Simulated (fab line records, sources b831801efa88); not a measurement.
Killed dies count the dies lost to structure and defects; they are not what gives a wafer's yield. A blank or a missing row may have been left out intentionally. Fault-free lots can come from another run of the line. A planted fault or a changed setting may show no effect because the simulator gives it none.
A lot that was struck, set against a sound lot | flow sfq-line | 14 steps out of a route of 325
Sound: these wafers, L410.2, L410.3, L410.5. Struck: wafer L416.1. (L416.5, L416.6 of the same lot were not struck and are left out.) The cause comes at the end.
Per side, at each step with rows, come the tool, then ch with its chambers, and then its first start. Under that, the readings that differ: sound wafers | struck wafers | difference of the means | sigmas: that difference in standard deviations of wafers without a fault.
alike: a reading whose means differ by less than 2 such deviations, as well as words and numbers matching on both sides. not compared: withheld readings; readings where some wafer has no value; bounds like >300 that might hide an equal value; numbers whose values overlap and for which the record gives no deviation.
A row with sigmas, a row that says differs or no value, or rows on one side alone: a step with any of these is where the two part. When numbers do not overlap yet have no deviation, they are printed without sigmas and do not part them. Lack of a reading on every wafer of one side parts them only where that side has two or more wafers.

first, 1 step without rows for these wafers: SFQ_TRILAYER_M7_STRIP_SOLV_CLEAN_182 (cleans in NMP, time 600 s).
SFQ_TRILAYER_I7_DEP_PECVD_183: deposits SiO2 from SiH4/N2O, time 111.11 s, target thk 500 nm.
  sound on pecvd-03 ch 0,2, day 78 23:40; struck on pecvd-02 ch 0, day 80 12:25
  reading                | sound          | struck | difference | sigmas
  throttle-valve-pct (%) | 25.2 25.9 26.1 | 23.3   | -2.4       | -2
  alike: heater-power-w
  not compared: since-wet-clean-h
SFQ_TRILAYER_I7_CMP_CMP_184: polishes SiO2.
  sound on cmp-02 ch 0,2,3, day 79 04:14; struck on cmp-01 ch 0, day 80 14:06
  alike: motor-current-A, time-to-endpoint-s
SFQ_I7_BOW_MEAS_946:
  sound on film-metro-03 at day 79 06:46; struck on film-metro-01 at day 80 16:06
  alike: I7_BOW
SFQ_TRILAYER_I7_METRO_MEASURE_185:
  sound on film-metro-03 at day 79 07:04; struck on film-metro-01 at day 80 16:13
  alike: thk-nm
then, 6 steps without rows for these wafers: SFQ_TRILAYER_I7_VIA_LITHO_COAT_192 (resist thk 62 nm); SFQ_TRILAYER_I7_VIA_LITHO_COAT_187 (resist thk 650 nm); SFQ_TRILAYER_I7_VIA_LITHO_SOFTBAKE_191; SFQ_TRILAYER_I7_VIA_LITHO_EXPOSE_188 (exposes mask I7, target cd 1000 nm); SFQ_TRILAYER_I7_VIA_LITHO_PEB_190 (peb time 60 s); SFQ_TRILAYER_I7_VIA_LITHO_DEVELOP_189 (time 60 s).
SFQ_I7_OVL_MEAS_947:
  sound on overlay-01 at day 79 22:13; struck on overlay-02 at day 80 22:13
  alike: I7_OVL
SFQ_TRILAYER_I7_VIA_BARC_OPEN_VIA_ETCH_260: etches BARC in O2, target depth 125 nm, time 41.7 s.
  sound on rie-diel-01 ch 0,1,3, day 79 22:15; struck on rie-diel-02 ch 3, day 80 22:15
  reading               | sound             | struck | difference | sigmas
  oes-product-au (a.u.) | 0.680 0.681 0.684 | 0.694  | +0.012     | +3
  run-length-s (s)      | 69.6 70.3 69.8    | 68.7   | -1.2       | -3
  alike: drypump-motor-current-A
  not compared: rf-hours-counter-h
SFQ_TRILAYER_I7_VIA_ETCH_VIA_ETCH_190: etches SiO2 in CHF3, stops on Nb, target depth 260 nm.
  sound on rie-diel-01 ch 0,1,3, day 79 22:17; struck on rie-diel-02 ch 3, day 80 22:17
  alike: drypump-motor-current-A, oes-product-au

## WHERE THEY PART
Last at SFQ_TRILAYER_I7_VIA_BARC_OPEN_VIA_ETCH_260 as far as this record goes, first at SFQ_TRILAYER_I7_DEP_PECVD_183. Later steps at which nothing parts them and some readings are alike: SFQ_TRILAYER_I7_VIA_ETCH_VIA_ETCH_190.

WHY: what had been put in by the simulator
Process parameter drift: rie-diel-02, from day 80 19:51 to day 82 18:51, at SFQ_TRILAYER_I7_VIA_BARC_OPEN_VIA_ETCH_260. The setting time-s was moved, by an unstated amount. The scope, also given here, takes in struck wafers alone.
